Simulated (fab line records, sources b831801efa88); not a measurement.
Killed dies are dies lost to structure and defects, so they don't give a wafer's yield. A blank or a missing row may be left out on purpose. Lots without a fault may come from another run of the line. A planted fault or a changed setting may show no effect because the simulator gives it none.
fab line records | flow gf180mcu
record lots=5 wafers=15 last_day=34
route steps=602 shown M3@418 V3@429
lots that met no fault: from a run of the same line without faults
start_h: hours from the record's first day to the start of the lot's first wafer shown | wait_h: hours since the lot's step before | " the same as in the row above | L1.1+2: a row that stands for several wafers | - no value, or no start given | * or withheld: withheld | < > ~ a bound
route shown NAME@n: a module of which the file shows steps, and the number in the route of the first | usual: mean/standard deviation of fault-free wafers | same: alike in all rows | chamber/n: place in a boat | sites: the reading at each site | _std_site: their standard deviation | _edge_site: outer sites' mean less inner sites' | radius_mm: how far each site lies from the wafer's centre | mask NAME#n: copy n | behind: the tool/chamber that last shaped the wafer | hold: why the lot was held/for how many hours/how that ended | device: the transistor (n, p or np) that didn't switch | end of line: the same wafers' tests at the end of the route | a step without rows: its recipe alone | killed: dies lost to structure and defects at the first sort, not the wafer's yield | map: a wafer's dies, x killed, . not, _ none there
set.NAME: the setting as run; set.NAME@STEP: as run at that earlier step | model.NAME: the simulator's own value behind a step, which no gauge read
lots at some steps of the route; a table a step, a row a wafer
services: from which hour (start_h, from the record's first day; less than 0 if before it) a tool's chamber was out of use, for how many hours, and why
## steps
# step GF_M3_COAT_09
# recipe resist=KrF spin_rpm=withheld resist_thk_nm=1000
# usual resist_line_temp_C=22.98/0.11
# columns lot.wafer tool chamber start_h wait_h resist_line_temp_C
L074.1 litho_track-01 0 476.04 0.1 23.10
L074.2 " 0 " " 23.14
L074.5 " 0 " " 23.03
L076.1 litho_track-04 0 489.61 0.1 22.77
L076.4 " 0 " " 22.91
L076.5 " 0 " " 22.86
L088.2 litho_track-04 0 593.04 0.1 23.03
L088.4 " 0 " " 22.71
L088.6 " 0 " " 23.02
L092.1 litho_track-04 0 622.06 0.1 22.90
L092.2 " 0 " " 23.17
L092.4 " 0 " " 23.02
L095.1 litho_track-01 0 647.49 0.1 22.83
L095.2 " 0 " " 23.08
L095.4 " 0 " " 22.90
# step GF_M3_SOFTBAKE_10
# recipe temp_c=130 time_s=60 resist=KrF
# usual resist_line_temp_C=23.01/0.1
# columns lot.wafer tool chamber start_h wait_h resist_line_temp_C
L074.1 litho_track-01 0 476.19 0.1 22.96
L074.2 " 0 " " 23.12
L074.5 " 0 " " 23.19
L076.1 litho_track-04 0 489.76 0.1 22.84
L076.4 " 0 " " 23.02
L076.5 " 0 " " 23.11
L088.2 litho_track-04 0 593.19 0.1 22.92
L088.4 " 0 " " 23.04
L088.6 " 0 " " 22.94
L092.1 litho_track-04 0 622.21 0.1 23.00
L092.2 " 0 " " 23.09
L092.4 " 0 " " 23.09
L095.1 litho_track-01 0 647.64 0.1 22.83
L095.2 " 0 " " 22.94
L095.4 " 0 " " 22.97
# step GF_M3_EXPOSE_11
# recipe mask_id=Metal3 target_cd_nm=280 na=0.68 source_shape=conventional sigma_outer=0.6 dose_mj=28
# columns lot.wafer tool chamber start_h wait_h mask
L074.1+2+5 krf_scanner-02 0 - - Metal3#0
L076.1+4+5 krf_scanner-01 0 - - Metal3#0
L088.2+4+6 krf_scanner-01 0 - - Metal3#0
L092.1+2+4 krf_scanner-02 0 - - Metal3#0
L095.1+2+4 krf_scanner-02 0 - - Metal3#0
# step GF_M3_PEB_12
# recipe peb_temp_c=135 peb_time_s=90 resist=KrF
# usual resist_line_temp_C=23.01/0.092
# columns lot.wafer tool chamber start_h wait_h resist_line_temp_C
L074.1 litho_track-02 0 - - 23.04
L074.2 " 0 " " 23.10
L074.5 " 0 " " 23.01
L076.1 litho_track-04 0 - - 22.88
L076.4 " 0 " " 22.99
L076.5 " 0 " " 23.05
L088.2 litho_track-04 0 - - 22.93
L088.4 " 0 " " 22.91
L088.6 " 0 " " 23.00
L092.1 litho_track-04 0 - - 22.82
L092.2 " 0 " " 22.94
L092.4 " 0 " " 22.94
L095.1 litho_track-02 0 - - 23.16
L095.2 " 0 " " 23.01
L095.4 " 0 " " 23.02
# step GF_M3_DEVELOP_13
# recipe develop_time_s=60 dev_temp_c=21
# usual resist_line_temp_C=22.98/0.1
# columns lot.wafer tool chamber start_h wait_h resist_line_temp_C
L074.1 litho_track-02 0 488.19 0.2 23.01
L074.2 " 0 " " 23.08
L074.5 " 0 " " 23.01
L076.1 litho_track-04 0 501.31 0.2 22.86
L076.4 " 0 " " 22.80
L076.5 " 0 " " 22.96
L088.2 litho_track-04 0 604.34 0.2 22.96
L088.4 " 0 " " 23.10
L088.6 " 0 " " 23.00
L092.1 litho_track-04 0 632.16 0.2 22.94
L092.2 " 0 " " 22.92
L092.4 " 0 " " 22.82
L095.1 litho_track-02 0 656.63 0.2 22.90
L095.2 " 0 " " 22.88
L095.4 " 0 " " 23.09
# step GF_M3_CD_MEAS_14
# recipe target_cd_nm=280
# usual cd_nm=279.7/1.3
# columns lot.wafer tool chamber start_h wait_h cd_nm
L074.1 cd_sem-02 - 488.34 0.1 280.6
L074.2 " - " " 280.5
L074.5 " - " " 280.0
L076.1 cd_sem-02 - 501.46 0.1 277.2
L076.4 " - " " 278.7
L076.5 " - " " 278.8
L088.2 cd_sem-02 - 604.48 0.1 279.7
L088.4 " - " " 279.6
L088.6 " - " " 280.3
L092.1 cd_sem-02 - 632.31 0.1 280.3
L092.2 " - " " 281.9
L092.4 " - " " 282.2
L095.1 cd_sem-02 - 656.78 0.1 280.0
L095.2 " - " " 280.7
L095.4 " - " " 281.4
# step GF_M3_OVL_MEAS_15
# usual M3_OVL=3/6.2
# columns lot.wafer tool chamber start_h wait_h M3_OVL[nm]
L074.1 overlay-01 - 488.46 0.1 16
L074.2 " - " " 12
L074.5 " - " " 15
L076.1 overlay-01 - 501.58 0.1 0
L076.4 " - " " -1
L076.5 " - " " -8
L088.2 overlay-01 - 604.59 0.1 -11
L088.4 " - " " -10
L088.6 " - " " -9
L092.1 overlay-02 - 632.43 0.1 10
L092.2 " - " " 7
L092.4 " - " " 6
L095.1 overlay-01 - 656.90 0.1 5
L095.2 " - " " 2
L095.4 " - " " 13
# step GF_M3_METAL_ETCH_16
# recipe chemistry=Cl2/BCl3 mask_material=KrF target_depth_nm=750.8 stop_on=SiO2 pressure_mtorr=8 icp_w=800 bias_w=140 Cl2_flow_sccm=80 bcl3_flow_sccm=40 time_s=125.1
# usual drypump_motor_current_A=5.8/0.4 oes_product_au=0.988/0.006 throttle_valve_pct=28.233/0.0094
# columns lot.wafer tool chamber start_h wait_h drypump_motor_current_A oes_product_au rf_hours_counter_h throttle_valve_pct
L074.1 rie_metal-04 0 488.49 0.0 6.3 0.984 8 28.247
L074.2 " 0 " " 6.3 0.983 - 28.232
L074.5 " 0 " " 6.3 0.988 - 28.242
L076.1 rie_metal-02 1 501.62 0.0 5.8 0.977 4 28.254
L076.4 " 1 " " 5.8 0.981 - 28.238
L076.5 " 1 " " 5.8 0.986 - 28.225
L088.2 rie_metal-02 0 604.62 0.0 5.8 0.987 13 28.235
L088.4 " 1 " " 5.8 0.974 - 28.240
L088.6 " 1 " " 5.8 0.991 - 28.243
L092.1 rie_metal-01 0 632.47 0.0 5.7 0.990 4 28.226
L092.2 " 1 " " 5.2 0.998 3 28.238
L092.4 " 1 " " 5.2 0.985 - 28.229
L095.1 rie_metal-02 1 656.94 0.0 5.8 0.976 9 28.226
L095.2 " 1 " " 5.8 0.982 - 28.230
L095.4 " 1 " " 5.8 0.980 - 28.239
# step GF_M3_STRIP_17
# recipe chemistry=O2/N2 power_w=1400 pressure_mtorr=1500 platen_temp_c=250 o2_flow_sccm=3000 n2_flow_sccm=300 overash_fraction=0.5
# usual drypump_motor_current_A=6.0/0.42 heater_power_w=337/17 oes_product_au=0.539/0.0048 strip_time_to_endpoint_s=7.41/0.042
# columns lot.wafer tool chamber start_h wait_h drypump_motor_current_A heater_power_w oes_product_au rf_hours_counter_h strip_time_to_endpoint_s
L074.1 plasma_asher-01 1 488.75 0.2 5.6 324 0.538 6 7.40
L074.2 " 0 " " 6.4 315 0.532 6 7.41
L074.5 " 0 " " 6.4 315 0.546 - 7.41
L076.1 plasma_asher-02 0 501.75 0.1 6.7 320 0.540 37 7.45
L076.4 " 1 " " 6.3 367 0.550 - 7.38
L076.5 " 0 " " 6.8 318 0.538 - 7.38
L088.2 plasma_asher-04 0 604.75 0.1 5.5 335 0.537 94 7.36
L088.4 " 1 " " 6.2 354 0.539 - 7.42
L088.6 " 0 " " 5.5 332 0.535 - 7.40
L092.1 plasma_asher-04 1 632.60 0.1 6.2 358 0.531 97 7.40
L092.2 " 0 " " 5.5 328 0.539 97 7.38
L092.4 " 0 " " 5.5 346 0.536 - 7.40
L095.1 plasma_asher-02 1 657.20 0.2 6.3 363 0.540 55 7.46
L095.2 " 0 " " 6.7 319 0.539 55 7.47
L095.4 " 1 " " 6.3 353 0.545 - 7.49
# step GF_M3_STRIP_18
# recipe chemistry=post_etch_residue_remover time_s=1200 temp_c=72.5
# columns lot.wafer tool chamber start_h wait_h
L074.1+2+5 wet_bench-04 0 488.85 0.1
L076.1+4+5 wet_bench-01 3 501.85 0.1
L088.2+4+6 wet_bench-01 1 604.85 0.1
L092.1+2+4 wet_bench-02 3 632.70 0.1
L095.1+2+4 wet_bench-01 2 657.36 0.1
# step GF_M3_CLEAN_19
# recipe chemistry=DIW dry=n2_spin
# columns lot.wafer tool chamber start_h wait_h
L074.1+2+5 wet_bench-01 0 489.19 0.0
L076.1+4+5 wet_bench-02 1 502.19 0.0
L088.2+4+6 wet_bench-02 1 605.19 0.0
L092.1+2+4 wet_bench-04 3 633.04 0.0
L095.1+2+4 wet_bench-02 3 657.71 0.0
# step GF_V3_CVD_00
# recipe material=SiO2 target_thk_nm=600 sigma_open_frac=0.3 temp_c=400 time_s=100 sih4_flow_sccm=60 pressure_mtorr=6
# columns lot.wafer tool chamber start_h wait_h
L074.1+2+5 hdpcvd-01 0,2,2 489.28 0.0
L076.1+4+5 hdpcvd-02 1,2,1 502.28 0.0
L088.2+4+6 hdpcvd-02 2,2,1 605.30 0.0
L092.1+2+4 hdpcvd-02 0,1,0 633.14 0.0
L095.1+2+4 hdpcvd-02 0,2,2 657.81 0.0
# step GF_V3_THK_MEAS_01
# recipe reads=SiO2_of_V3_CVD_00
# usual V3_CVD_00_THK=601/6.5
# columns lot.wafer tool chamber start_h wait_h V3_CVD_00_THK[nm]
L074.1 film_metro-01 - 489.36 0.0 598
L074.2 " - " " 594
L074.5 " - " " 598
L076.1 film_metro-04 - 502.35 0.0 600
L076.4 " - " " 593
L076.5 " - " " 596
L088.2 film_metro-03 - 605.38 0.0 600
L088.4 " - " " 601
L088.6 " - " " 599
L092.1 film_metro-04 - 633.21 0.0 596
L092.2 " - " " 593
L092.4 " - " " 592
L095.1 film_metro-03 - 657.88 0.0 596
L095.2 " - " " 592
L095.4 " - " " 593
# step GF_V3_CVD_02
# recipe material=SiO2 target_thk_nm=850 precursor=TEOS temp_c=400 time_s=94.851 rf_w=600
# usual heater_power_w=591/110
# columns lot.wafer tool chamber start_h wait_h heater_power_w
L074.1 pecvd-04 2 489.42 0.1 571
L074.2 " 1 " " 618
L074.5 " 0 " " 871
L076.1 pecvd-01 0 502.41 0.1 557
L076.4 " 2 " " 527
L076.5 " 0 " " 569
L088.2 pecvd-04 1 605.43 0.0 588
L088.4 " 0 " " 827
L088.6 " 1 " " 637
L092.1 pecvd-02 2 633.27 0.1 632
L092.2 " 0 " " 637
L092.4 " 2 " " 498
L095.1 pecvd-02 2 657.94 0.1 570
L095.2 " 1 " " 403
L095.4 " 1 " " 433
# step GF_V3_THK_MEAS_03
# recipe reads=SiO2_of_V3_CVD_02
# usual V3_CVD_02_THK=852/12
# columns lot.wafer tool chamber start_h wait_h V3_CVD_02_THK[nm]
L074.1 film_metro-03 - 489.49 0.0 848
L074.2 " - " " 844
L074.5 " - " " 860
L076.1 film_metro-01 - 502.48 0.0 850
L076.4 " - " " 854
L076.5 " - " " 861
L088.2 film_metro-01 - 605.51 0.0 858
L088.4 " - " " 872
L088.6 " - " " 865
L092.1 film_metro-03 - 633.34 0.0 838
L092.2 " - " " 842
L092.4 " - " " 850
L095.1 film_metro-04 - 658.01 0.0 840
L095.2 " - " " 838
L095.4 " - " " 851
# step GF_V3_CMP_04
# recipe material=SiO2 down_force_psi=4 platen_rpm=60 pad_velocity_m_s=0.94248
# usual motor_current_A=12.2/1.9 time_to_endpoint_s=79/5.3
# columns lot.wafer tool chamber start_h wait_h motor_current_A time_to_endpoint_s
L074.1 cmp-01 1 489.60 0.1 14.8 80
L074.2 " 2 " " 10.7 80
L074.5 " 0 " " 11.7 81
L076.1 cmp-01 0 502.54 0.1 11.9 80
L076.4 " 2 " " 10.3 85
L076.5 " 1 " " 15.5 85
L088.4 cmp-01 1 605.56 0.0 15.3 85
L088.2 " 2 " " 11.2 83
L088.6 " 2 " " 10.3 85
L092.1 cmp-02 0 633.45 0.1 10.4 75
L092.2 " 1 " " 9.4 75
L092.4 " 2 " " 14.2 79
L095.4 cmp-02 2 658.07 0.0 14.7 83
L095.2 " 0 " " 11.8 72
L095.1 " 1 " " 9.6 74
# step GF_V3_BOW_MEAS_05
# recipe mode=bow
# usual V3_BOW=115/8.4
# columns lot.wafer tool chamber start_h wait_h V3_BOW[um]
L074.1 film_metro-04 - 489.85 0.2 112
L074.2 " - " " 103
L074.5 " - " " 113
L076.1 film_metro-01 - 502.84 0.2 114
L076.4 " - " " 108
L076.5 " - " " 133
L088.2 film_metro-03 - 605.88 0.2 121
L088.4 " - " " 125
L088.6 " - " " 124
L092.1 film_metro-03 - 633.70 0.2 103
L092.2 " - " " 110
L092.4 " - " " 113
L095.1 film_metro-04 - 658.37 0.1 116
L095.2 " - " " 110
L095.4 " - " " 108
# step GF_V3_DEHYDRATE_06
# recipe temp_c=200 time_s=60
# usual resist_line_temp_C=22.97/0.11
# columns lot.wafer tool chamber start_h wait_h resist_line_temp_C
L074.1 litho_track-03 0 500.84 11.0 22.95
L074.2 " 0 " " 23.13
L074.5 " 0 " " 22.93
L076.1 litho_track-02 0 513.89 11.0 22.80
L076.4 " 0 " " 23.03
L076.5 " 0 " " 22.99
L088.2 litho_track-03 0 615.46 9.6 23.07
L088.4 " 0 " " 23.14
L088.6 " 0 " " 23.09
L092.1 litho_track-04 0 642.76 9.0 22.94
L092.2 " 0 " " 23.07
L092.4 " 0 " " 23.09
L095.1 litho_track-03 0 667.73 9.3 22.81
L095.2 " 0 " " 22.83
L095.4 " 0 " " 23.03
# step GF_V3_HMDS_07
# recipe prime_time_s=60 prime_temp_c=120
# usual resist_line_temp_C=23.02/0.1
# columns lot.wafer tool chamber start_h wait_h resist_line_temp_C
L074.1 litho_track-03 0 500.99 0.1 23.02
L074.2 " 0 " " 22.89
L074.5 " 0 " " 22.89
L076.1 litho_track-02 0 514.04 0.1 23.01
L076.4 " 0 " " 23.04
L076.5 " 0 " " 22.89
L088.2 litho_track-03 0 615.61 0.1 22.93
L088.4 " 0 " " 22.96
L088.6 " 0 " " 22.96
L092.1 litho_track-04 0 642.91 0.1 22.96
L092.2 " 0 " " 23.21
L092.4 " 0 " " 23.06
L095.1 litho_track-03 0 667.88 0.1 23.06
L095.2 " 0 " " 22.96
L095.4 " 0 " " 23.05
# step GF_V3_COAT_08
# recipe resist=BARC temp_c=withheld time_s=withheld spin_rpm=withheld resist_thk_nm=withheld
# usual resist_line_temp_C=*
# columns lot.wafer tool chamber start_h wait_h resist_line_temp_C
L074.1 litho_track-03 0 501.14 0.1 *
L074.2 " 0 " " *
L074.5 " 0 " " *
L076.1 litho_track-02 0 514.19 0.1 *
L076.4 " 0 " " *
L076.5 " 0 " " *
L088.2 litho_track-03 0 615.76 0.1 *
L088.4 " 0 " " *
L088.6 " 0 " " *
L092.1 litho_track-04 0 643.06 0.1 *
L092.2 " 0 " " *
L092.4 " 0 " " *
L095.1 litho_track-03 0 668.03 0.1 *
L095.2 " 0 " " *
L095.4 " 0 " " *
# step GF_V3_COAT_09
# recipe resist=KrF spin_rpm=withheld resist_thk_nm=1000
# usual resist_line_temp_C=23.01/0.1
# columns lot.wafer tool chamber start_h wait_h resist_line_temp_C
L074.1 litho_track-03 0 - - 23.07
L074.2 " 0 " " 23.05
L074.5 " 0 " " 23.13
L076.1 litho_track-02 0 - - 23.00
L076.4 " 0 " " 22.97
L076.5 " 0 " " 23.08
L088.2 litho_track-03 0 - - 22.87
L088.4 " 0 " " 23.00
L088.6 " 0 " " 23.06
L092.1 litho_track-04 0 - - 23.12
L092.2 " 0 " " 22.82
L092.4 " 0 " " 23.27
L095.1 litho_track-03 0 - - 23.07
L095.2 " 0 " " 23.04
L095.4 " 0 " " 23.03
# step GF_V3_SOFTBAKE_10
# recipe temp_c=130 time_s=60 resist=KrF
# usual resist_line_temp_C=23.02/0.12
# columns lot.wafer tool chamber start_h wait_h resist_line_temp_C
L074.1 litho_track-03 0 - - 23.05
L074.2 " 0 " " 22.97
L074.5 " 0 " " 23.00
L076.1 litho_track-02 0 - - 23.15
L076.4 " 0 " " 22.93
L076.5 " 0 " " 22.81
L088.2 litho_track-03 0 - - 23.11
L088.4 " 0 " " 23.06
L088.6 " 0 " " 23.08
L092.1 litho_track-04 0 - - 23.06
L092.2 " 0 " " 22.99
L092.4 " 0 " " 23.14
L095.1 litho_track-03 0 - - 23.04
L095.2 " 0 " " 23.08
L095.4 " 0 " " 22.99
# step GF_V3_EXPOSE_11
# recipe mask_id=Via3 target_cd_nm=260 na=0.68 source_shape=conventional sigma_outer=0.6 dose_mj=38
# columns lot.wafer tool chamber start_h wait_h mask
L074.1+2+5 krf_scanner-02 0 - - Via3#0
L076.1+4+5 krf_scanner-01 0 - - Via3#0
L088.2+4+6 krf_scanner-01 0 - - Via3#0
L092.1+2+4 krf_scanner-01 0 - - Via3#0
L095.1+2+4 krf_scanner-02 0 - - Via3#0
# step GF_V3_PEB_12
# recipe peb_temp_c=135 peb_time_s=90 resist=KrF
# usual resist_line_temp_C=22.98/0.1
# columns lot.wafer tool chamber start_h wait_h resist_line_temp_C
L074.1 litho_track-02 0 - - 23.01
L074.2 " 0 " " 22.98
L074.5 " 0 " " 22.96
L076.1 litho_track-02 0 - - 23.23
L076.4 " 0 " " 23.20
L076.5 " 0 " " 22.96
L088.2 litho_track-03 0 - - 22.93
L088.4 " 0 " " 22.82
L088.6 " 0 " " 22.94
L092.1 litho_track-02 0 - - 23.08
L092.2 " 0 " " 23.05
L092.4 " 0 " " 23.18
L095.1 litho_track-04 0 - - 23.18
L095.2 " 0 " " 23.02
L095.4 " 0 " " 22.96
# step GF_V3_DEVELOP_13
# recipe develop_time_s=60 resist=KrF dev_temp_c=21
# usual resist_line_temp_C=23.00/0.099
# columns lot.wafer tool chamber start_h wait_h resist_line_temp_C
L074.1 litho_track-02 0 512.84 0.2 22.89
L074.2 " 0 " " 22.98
L074.5 " 0 " " 22.83
L076.1 litho_track-02 0 525.94 0.2 23.04
L076.4 " 0 " " 22.92
L076.5 " 0 " " 23.03
L088.2 litho_track-03 0 626.46 0.2 23.13
L088.4 " 0 " " 23.02
L088.6 " 0 " " 22.99
L092.1 litho_track-02 0 653.08 0.2 22.82
L092.2 " 0 " " 22.73
L092.4 " 0 " " 22.97
L095.1 litho_track-04 0 677.76 0.2 22.94
L095.2 " 0 " " 23.06
L095.4 " 0 " " 23.17
# step GF_V3_CD_MEAS_14
# recipe target_cd_nm=260
# usual cd_nm=260.4/1.3
# columns lot.wafer tool chamber start_h wait_h cd_nm
L074.1 cd_sem-01 - 512.99 0.1 261.8
L074.2 " - " " 262.1
L074.5 " - " " 262.0
L076.1 cd_sem-01 - 526.09 0.1 258.2
L076.4 " - " " 258.6
L076.5 " - " " 259.4
L088.2 cd_sem-01 - 626.60 0.1 260.7
L088.4 " - " " 260.4
L088.6 " - " " 259.5
L092.1 cd_sem-01 - 653.23 0.1 261.8
L092.2 " - " " 260.5
L092.4 " - " " 261.2
L095.1 cd_sem-01 - 677.91 0.1 258.7
L095.2 " - " " 258.5
L095.4 " - " " 258.7
# step GF_V3_OVL_MEAS_15
# usual V3_OVL=-1/5.3
# columns lot.wafer tool chamber start_h wait_h V3_OVL[nm]
L074.1 overlay-02 - 513.11 0.1 -1
L074.2 " - " " 4
L074.5 " - " " 3
L076.1 overlay-01 - 526.21 0.1 6
L076.4 " - " " 2
L076.5 " - " " 6
L088.2 overlay-01 - 626.71 0.1 -4
L088.4 " - " " -4
L088.6 " - " " -4
L092.1 overlay-01 - 653.35 0.1 -14
L092.2 " - " " -6
L092.4 " - " " -6
L095.1 overlay-02 - 678.03 0.1 -5
L095.2 " - " " 5
L095.4 " - " " -13
# step GF_V3_ETCH_16
# recipe chemistry=N2/H2 target_depth_a=withheld overetch_a=withheld time_s=withheld target=BARC ion_energy_ev=200 source_w=500 bias_w=100 pressure_mtorr=30 n2_flow_sccm=100 h2_flow_sccm=200
# usual drypump_motor_current_A=5.7/0.47 oes_product_au=0.854/0.0045 throttle_valve_pct=13.225/0.0095
# columns lot.wafer tool chamber start_h wait_h drypump_motor_current_A oes_product_au throttle_valve_pct
L074.1 rie_diel-04 2 513.14 0.0 5.5 0.851 13.246
L074.2 " 1 " " 5.9 0.852 13.226
L074.5 " 2 " " 5.5 0.853 13.234
L076.1 rie_diel-01 2 526.24 0.0 5.7 0.853 13.223
L076.4 " 1 " " 5.6 0.859 13.206
L076.5 " 3 " " 5.0 0.863 13.242
L088.2 rie_diel-04 2 626.74 0.0 5.5 0.848 13.232
L088.4 " 0 " " 5.8 0.856 13.226
L088.6 " 2 " " 5.6 0.861 13.211
L092.1 rie_diel-02 0 653.39 0.0 5.9 0.856 13.227
L092.2 " 2 " " 5.9 0.864 13.231
L092.4 " 1 " " 6.7 0.852 13.236
L095.1 rie_diel-02 2 678.07 0.0 5.9 0.853 13.223
L095.2 " 0 " " 5.9 0.860 13.236
L095.4 " 1 " " 6.7 0.853 13.225
# step GF_V3_ETCH_17
# recipe chemistry=C4F8/O2/Ar mask_material=KrF target=SiO2 stop_on=TiN source_w=1500 bias_w=1200 pressure_mtorr=40 c4f8_flow_sccm=withheld O2_flow_sccm=6 Ar_flow_sccm=300 time_s=withheld target_depth_a=6350
# usual oes_product_au=0.855/0.0047
# columns lot.wafer tool chamber start_h wait_h oes_product_au
L074.1 rie_diel-04 2 - - 0.854
L074.2 " 1 " " 0.863
L074.5 " 2 " " 0.860
L076.1 rie_diel-01 2 - - 0.856
L076.4 " 1 " " 0.858
L076.5 " 3 " " 0.858
L088.2 rie_diel-04 2 - - 0.857
L088.4 " 0 " " 0.849
L088.6 " 2 " " 0.856
L092.1 rie_diel-02 0 - - 0.853
L092.2 " 2 " " 0.854
L092.4 " 1 " " 0.860
L095.1 rie_diel-02 2 - - 0.860
L095.2 " 0 " " 0.854
L095.4 " 1 " " 0.857
# step GF_V3_STRIP_18
# recipe chemistry=O2/N2 power_w=1400 pressure_mtorr=1500 platen_temp_c=250 o2_flow_sccm=3000 n2_flow_sccm=300 overash_fraction=0.5
# usual drypump_motor_current_A=5.9/0.47 heater_power_w=335/16 oes_product_au=0.592/0.0047
# columns lot.wafer tool chamber start_h wait_h drypump_motor_current_A heater_power_w oes_product_au rf_hours_counter_h
L074.1 plasma_asher-04 1 513.27 - 6.2 365 0.601 85
L074.2 " 0 " " 5.5 329 0.599 85
L074.5 " 1 " " 6.2 367 0.588 -
L076.1 plasma_asher-04 0 526.37 - 5.5 338 0.593 86
L076.4 " 0 " " 5.5 340 0.600 -
L076.5 " 0 " " 5.5 338 0.589 -
L088.2 plasma_asher-04 0 626.87 - 5.5 329 0.603 96
L088.4 " 1 " " 6.2 354 0.595 -
L088.6 " 0 " " 5.5 338 0.591 -
L092.1 plasma_asher-04 0 653.52 - 5.5 331 0.584 99
L092.2 " 1 " " 6.2 356 0.589 99
L092.4 " 0 " " 5.5 346 0.580 -
L095.1 plasma_asher-04 0 678.19 - 5.5 342 0.602 102
L095.2 " 1 " " 6.2 358 0.589 102
L095.4 " 0 " " 5.5 335 0.595 -
# step GF_V3_STRIP_19
# recipe chemistry=post_etch_residue_remover time_s=1200 temp_c=72.5
# columns lot.wafer tool chamber start_h wait_h
L074.1+2+5 wet_bench-04 2 513.37 0.1
L076.1+4+5 wet_bench-03 3 526.47 0.1
L088.2+4+6 wet_bench-04 3 627.01 0.1
L092.1+2+4 wet_bench-02 1 653.62 0.1
L095.1+2+4 wet_bench-03 2 678.29 0.1
# step GF_V3_CLEAN_20
# recipe chemistry=DIW dry=n2_spin
# columns lot.wafer tool chamber start_h wait_h
L074.1+2+5 wet_bench-02 0 513.71 0.0
L076.1+4+5 wet_bench-02 1 526.81 0.0
L088.2+4+6 wet_bench-02 0 627.39 0.0
L092.1+2+4 wet_bench-04 1 653.99 0.0
L095.1+2+4 wet_bench-02 0 678.67 0.0
# step GF_V3_SPUTTER_21
# recipe material=Ti target_thk_nm=15 chamber_pressure_pa=5 power_w=2500 substrate_temp_c=200 time_s=80.02
# usual throttle_valve_pct=30.1/1
# columns lot.wafer tool chamber start_h wait_h throttle_valve_pct
L074.1 pvd_sputter-02 - 513.80 0.0 28.5
L074.2 " - " " 29.9
L074.5 " - " " 29.9
L076.1 pvd_sputter-03 - 526.91 0.0 29.7
L076.4 " - " " 30.1
L076.5 " - " " 30.2
L088.2 pvd_sputter-02 - 627.48 0.0 29.1
L088.4 " - " " 30.0
L088.6 " - " " 28.1
L092.1 pvd_sputter-04 - 654.08 0.0 30.5
L092.2 " - " " 29.2
L092.4 " - " " 29.8
L095.1 pvd_sputter-02 - 678.76 0.0 29.8
L095.2 " - " " 28.8
L095.4 " - " " 28.4
# step GF_V3_SPUTTER_22
# recipe material=TiN target_thk_nm=10 chamber_pressure_pa=5 power_w=4000 time_s=40
# usual throttle_valve_pct=30.1/1
# columns lot.wafer tool chamber start_h wait_h throttle_valve_pct
L074.1 pvd_sputter-02 - 513.87 0.0 28.4
L074.2 " - " " 30.0
L074.5 " - " " 29.9
L076.1 pvd_sputter-03 - 526.97 0.0 29.8
L076.4 " - " " 30.0
L076.5 " - " " 29.9
L088.2 pvd_sputter-02 - 627.54 0.0 29.1
L088.4 " - " " 29.9
L088.6 " - " " 28.4
L092.1 pvd_sputter-04 - 654.14 0.0 30.2
L092.2 " - " " 29.2
L092.4 " - " " 29.7
L095.1 pvd_sputter-02 - 678.82 0.0 29.9
L095.2 " - " " 29.1
L095.4 " - " " 28.5
# step GF_V3_CVD_23
# recipe material=W target_thk_nm=350 time_s=104.9 temp_c=400 pressure_torr=40
# usual heater_power_w=913/110
# columns lot.wafer tool chamber start_h wait_h heater_power_w
L074.1 cvd_w-01 0 513.90 0.0 822
L074.2 " 1 " " 881
L074.5 " 1 " " 857
L076.1 cvd_w-01 1 527.01 0.0 868
L076.4 " 0 " " 843
L076.5 " 0 " " 859
L088.2 cvd_w-02 1 627.58 0.0 853
L088.4 " 0 " " 1139
L088.6 " 0 " " 1125
L092.1 cvd_w-02 1 654.18 0.0 828
L092.2 " 0 " " 1121
L092.4 " 0 " " 1116
L095.1 cvd_w-02 1 678.86 0.0 824
L095.2 " 0 " " 1127
L095.4 " 0 " " 1138
# step GF_V3_RS_MEAS_24
# recipe thk_meas_gauge=four-point-probe reads=W_of_V3_CVD_23+TiN_of_V3_SPUTTER_22+Ti_of_V3_SPUTTER_21
# usual V3_W_RS=0.325/0.0035
# columns lot.wafer tool chamber start_h wait_h V3_W_RS[ohm/sq]
L074.1 film_metro-03 - 514.02 0.1 0.331
L074.2 " - " " 0.324
L074.5 " - " " 0.326
L076.1 film_metro-03 - 527.12 0.1 0.324
L076.4 " - " " 0.326
L076.5 " - " " 0.328
L088.2 film_metro-01 - 627.71 0.1 0.321
L088.4 " - " " 0.322
L088.6 " - " " 0.323
L092.1 film_metro-04 - 654.30 0.1 0.324
L092.2 " - " " 0.329
L092.4 " - " " 0.324
L095.1 film_metro-03 - 678.97 0.1 0.320
L095.2 " - " " 0.327
L095.4 " - " " 0.325
# step GF_V3_THK_MEAS_25
# recipe thk_meas_gauge=xrf reads=W_of_V3_CVD_23
# usual V3_W_THK=348/4.6
# columns lot.wafer tool chamber start_h wait_h V3_W_THK[nm]
L074.1 film_metro-03 - 514.14 0.1 342
L074.2 " - " " 348
L074.5 " - " " 348
L076.1 film_metro-03 - 527.24 0.1 352
L076.4 " - " " 347
L076.5 " - " " 345
L088.2 film_metro-01 - 627.82 0.1 354
L088.4 " - " " 352
L088.6 " - " " 352
L092.1 film_metro-04 - 654.42 0.1 351
L092.2 " - " " 346
L092.4 " - " " 350
L095.1 film_metro-03 - 679.09 0.1 351
L095.2 " - " " 344
L095.4 " - " " 347
## services
# columns tool chamber start_h hours kind
krf_scanner-02 - 454.02 0.5 repair
krf_scanner-01 - 463.60 1.0 pm
krf_scanner-02 - 474.78 0.2 repair
krf_scanner-01 - 485.10 0.8 pm
krf_scanner-02 - 486.77 0.8 pm
plasma_asher-04 - 488.32 12.6 repair
plasma_asher-04 - 492.18 4.0 repair
krf_scanner-02 - 502.48 0.6 repair
krf_scanner-01 - 516.59 4.0 pm
krf_scanner-01 - 521.54 0.2 repair
krf_scanner-02 - 530.91 0.3 repair
wet_bench-01 - 532.01 0.9 repair
hdpcvd-02 - 565.43 2.8 pm
krf_scanner-01 - 567.56 1.3 pm
krf_scanner-02 - 590.05 1.0 pm
krf_scanner-02 - 615.94 1.3 pm
wet_bench-02 - 621.25 5.9 repair
rie_diel-04 1 626.31 7.9 repair
krf_scanner-01 - 632.58 1.0 pm
krf_scanner-01 - 653.90 0.8 pm
rie_diel-04 0 653.99 6.1 repair
hdpcvd-02 - 654.14 2.8 repair
krf_scanner-02 - 655.57 0.8 pm
hdpcvd-02 - 661.20 6.0 pm
## key
fault none
